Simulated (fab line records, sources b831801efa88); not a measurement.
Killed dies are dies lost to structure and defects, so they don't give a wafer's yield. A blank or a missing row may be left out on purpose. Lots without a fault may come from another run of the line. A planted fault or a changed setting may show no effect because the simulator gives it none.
A struck lot beside a sound one | flow sfq_line | 14 steps out of a route of 325
Sound: wafers L468.1, L468.2, L468.6. Struck: wafers L477.2, L477.5, L477.6. The cause comes at the end.
At each step with rows: each side's tool, then ch and its chambers, then its first start. Under that, the readings that differ: sound wafers | struck wafers | difference of the means | sigmas: that difference in standard deviations of wafers without a fault.
alike: readings whose means differ by less than 2 such deviations, and words and numbers that are the same on both sides. not compared: withheld readings, readings that some wafer has no value for, bounds like >300 that may hide the same value, and numbers for which the record gives no deviation and whose values overlap.
The two part at a step that has a row with sigmas, a row that says differs or no value, or rows on one side only. Numbers that don't overlap but have no deviation are shown without sigmas and don't part them. A reading that every wafer of one side lacks parts them only if that side has two wafers or more.

first, 6 steps without rows for these wafers: SFQ_TRILAYER_M3_LITHO_COAT_080 (resist thk 62 nm); SFQ_TRILAYER_M3_LITHO_COAT_075 (resist thk 600 nm); SFQ_TRILAYER_M3_LITHO_SOFTBAKE_079; SFQ_TRILAYER_M3_LITHO_EXPOSE_076 (exposes mask M3, target cd 500 nm); SFQ_TRILAYER_M3_LITHO_PEB_078 (peb time 60 s); SFQ_TRILAYER_M3_LITHO_DEVELOP_077 (time 60 s).
SFQ_M3_OVL_MEAS_921:
  sound on overlay-02, day 42 13:53; struck on overlay-02, day 43 10:23
  alike: M3_OVL
SFQ_TRILAYER_M3_BARC_OPEN_METAL_ETCH_100: etches BARC in O2, target depth 125 nm, time 41.7 s.
  sound on rie_metal-01 ch 0,1, day 42 13:55; struck on rie_metal-03 ch 0,1, day 43 10:25
  alike: drypump_motor_current_A, he_backside_leak_sccm, oes_product_au
  not compared: rf_hours_counter_h
SFQ_TRILAYER_M3_ETCH_METAL_ETCH_078: etches Nb in Cl2/Ar, stops on SiO2, target depth 240 nm, time 120 s.
  sound on rie_metal-01 ch 0,1, day 42 13:59; struck on rie_metal-03 ch 0,1, day 43 10:29
  alike: drypump_motor_current_A, he_backside_leak_sccm, oes_product_au
  not compared: rf_hours_counter_h
SFQ_TRILAYER_M3_STRIP_STRIP_079: strips in O2.
  sound on rie_metal-01 ch 0,1, day 42 14:07; struck on rie_metal-03 ch 0,1, day 43 10:37
  reading                      | sound          | struck         | difference | sigmas
  he_backside_leak_sccm (sccm) | 3.34 3.31 3.28 | 3.29 6.01 3.41 | +0.93      | +4
  alike: drypump_motor_current_A, oes_product_au, platen_temp_c
  not compared: rf_hours_counter_h
then, 1 step without rows for these wafers: SFQ_TRILAYER_M3_STRIP_SOLV_CLEAN_080 (cleans in NMP, time 600 s).
SFQ_TRILAYER_I3_DEP_PECVD_081: deposits SiO2 from SiH4/N2O, time 111.11 s, target thk 500 nm.
  sound on pecvd-04 ch 0,1,2, day 42 14:53; struck on pecvd-04 ch 0,1, day 43 11:24
  reading                                             | sound             | struck            | difference | sigmas
  rf_fwd_power_W (W)                                  | 183.0 182.2 182.6 | 254.9 255.5 255.4 | +72.7      | +99 or more
  showerhead_vpp_V (V)                                | 822 817 862       | 973 975 979       | +142       | +5
  model.SiO2_of_TRILAYER_I3_DEP_PECVD_081.thk_nm (nm) | 497.3 498.3 503   | 548.7 552.7 550.1 | +51.0      |
  alike: heater_power_w, throttle_valve_pct
-- the record jumps here: 2 days lie between the struck wafers' starts before and after --
SFQ_TRILAYER_I3_CMP_CMP_082: polishes SiO2.
  sound on cmp-01 ch 2,3, day 45 01:08; struck on cmp-02 ch 0,2,3, day 45 20:34
  reading                | sound       | struck      | difference | sigmas
  time_to_endpoint_s (s) | 202 210 214 | 260 250 256 | +47        | +5
  alike: motor_current_A, platen_rpm
SFQ_I3_BOW_MEAS_922:
  sound on film_metro-01, day 45 04:08; struck on film_metro-02, day 45 22:05
  alike: I3_BOW

WHERE THEY PART
First at SFQ_TRILAYER_M3_STRIP_STRIP_079; last, within this record, at SFQ_TRILAYER_I3_CMP_CMP_082. Later steps at which nothing parts them and some readings are alike: SFQ_I3_BOW_MEAS_922.

WHY: what the simulator had put in
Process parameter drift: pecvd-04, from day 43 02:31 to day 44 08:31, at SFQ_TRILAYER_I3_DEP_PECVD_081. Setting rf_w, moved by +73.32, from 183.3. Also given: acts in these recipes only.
